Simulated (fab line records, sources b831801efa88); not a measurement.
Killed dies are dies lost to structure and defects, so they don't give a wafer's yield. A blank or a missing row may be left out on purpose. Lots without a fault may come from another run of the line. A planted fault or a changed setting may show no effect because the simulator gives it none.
One fault seen from 2 desks | flow sky130 | each desk has only its own numbers; what lay behind them comes last

THE METROLOGY DESK
What the gauges read, lot by lot, whatever tool the lot ran on: means of the sampled wafers that have a number. A lot is out of limits, marked OUT, if its mean lies more than 4 standard deviations from the usual mean; the brackets give that distance.
Columns: A = POLY_GATE_CVD_00_THK at SKY_POLY_GATE_THK_MEAS_01, usual 179.7 nm; B = METAL1_ALCU_THK at SKY_METAL1_THK_MEAS_06, usual 250 nm
lot  | first seen here | A                | B
L144 | day 13 23:04    | 178.3            | 251
L146 | day 14 12:28    | 175.7            | 251
L147 | day 15 05:37    | 175.9            | 249
L150 | day 16 05:38    | 178.5            | 249
L151 | day 16 15:09    | 179.2            | 247
L152 | day 16 20:31    | 181.4            | 252
L153 | day 17 02:47    | 180.6            | 248
L154 | day 17 11:32    | 177.3            | 249
L155 | day 17 23:32    | 180.7            | 248
L157 | day 18 12:19    | 181.4            | 250
L158 | day 18 18:39    | 179.5            | 247
L159 | day 19 06:06    | 196.1 (+8.6) OUT | 249
L160 | day 19 09:25    | 195.9 (+8.5) OUT | 246
L167 | day 22 01:05    | 179.9            | 254
This desk's finding: out of limits on L159, L160; first on L159, day 19 06:06 (POLY_GATE_CVD_00_THK at SKY_POLY_GATE_THK_MEAS_01). In limits: L144, L146, L147, L150, L151, L152, L153, L154, L155, L157, L158, L167.

THE TOOL OWNER'S DESK: lpcvd-01
The tool's own readings at SKY_POLY_GATE_CVD_00 (deposits poly-Si, target thk 180 nm, time 720 s): means of the sampled wafers that have a number, for each lot that ran on this tool. A lot is out of limits, marked OUT, if its mean lies more than 4 standard deviations from the usual mean; the brackets give that distance.
Columns: A = spike_tc_bottom_C at SKY_POLY_GATE_CVD_00, usual 641.3 C; B = spike_tc_centre_C at SKY_POLY_GATE_CVD_00, usual 620.3 C; C = spike_tc_lower_C at SKY_POLY_GATE_CVD_00, usual 621.5 C; D = spike_tc_upper_C at SKY_POLY_GATE_CVD_00, usual 620.6 C; E = susceptor_temp_C at SKY_POLY_GATE_CVD_00, usual 619.96 C; F = zone_power_bottom_pct at SKY_POLY_GATE_CVD_00, usual 15.0 %; G = zone_power_lower_pct at SKY_POLY_GATE_CVD_00, usual 8.93 %
lot  | first seen here | A     | B                | C     | D     | E                | F    | G
L144 | day 13 21:52    | 640.0 | 620.3            | 621.8 | 620.0 | 620.09           | 16.2 | 8.99
L146 | day 14 10:38    | 641.7 | 620.6            | 621.0 | 620.6 | 619.82           | 16.1 | 9.13
L147 | day 15 04:24    | 642.9 | 620.0            | 620.6 | 620.4 | 620.29           | 13.0 | 8.70
L150 | day 16 04:25    | 641.2 | 621.4            | 621.3 | 620.5 | 619.60           | 16.2 | 9.00
L151 | day 16 13:21    | 642.6 | 620.3            | 621.6 | 620.1 | 619.75           | 12.9 | 8.73
L152 | day 16 19:18    | 642.1 | 619.6            | 621.3 | 620.1 | 619.95           | 13.2 | 8.77
L153 | day 17 01:34    | 642.3 | 620.6            | 620.7 | 620.8 | 619.96           | 13.1 | 8.71
L154 | day 17 10:20    | 643.2 | 620.3            | 620.6 | 619.9 | 619.92           | 12.9 | 8.65
L155 | day 17 22:19    | 640.7 | 620.0            | 621.2 | 621.0 | 620.07           | 16.1 | 9.00
L157 | day 18 11:07    | 641.3 | 620.9            | 621.6 | 620.5 | 619.81           | 16.0 | 9.01
L158 | day 18 16:50    | 640.4 | 619.7            | 621.9 | 621.2 | 619.79           | 15.8 | 9.06
L159 | day 19 04:54    | 644.7 | 624.6 (+4.3) OUT | 625.0 | 624.3 | 623.94 (+16) OUT | 16.4 | 9.18
L160 | day 19 08:13    | 644.7 | 623.4            | 625.3 | 624.3 | 623.96 (+16) OUT | 16.1 | 9.15
L167 | day 21 23:53    | 641.8 | 619.3            | 622.3 | 620.2 | 620.34           | 16.0 | 9.09
This desk's finding: out of limits on L159, L160; first on L159, day 19 04:54 (spike_tc_centre_C at SKY_POLY_GATE_CVD_00). In limits: L144, L146, L147, L150, L151, L152, L153, L154, L155, L157, L158, L167.

PUT TOGETHER
The tool owner's desk could have raised an alarm at day 19 04:54, on L159, L160.
The metrology desk could have raised an alarm at day 19 06:06, on L159, L160.
Of the lots named, all ran SKY_POLY_GATE_CVD_00 on lpcvd-01.

WHAT THE SIMULATOR HAD PUT IN
Process parameter drift: lpcvd-01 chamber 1, from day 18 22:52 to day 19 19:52, at SKY_POLY_GATE_CVD_00. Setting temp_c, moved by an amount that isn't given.
Lots struck among those shown: L159, L160.
Hours from the fault's start to each desk's first reading out of limits: the tool owner's desk, 6; the metrology desk, 7.
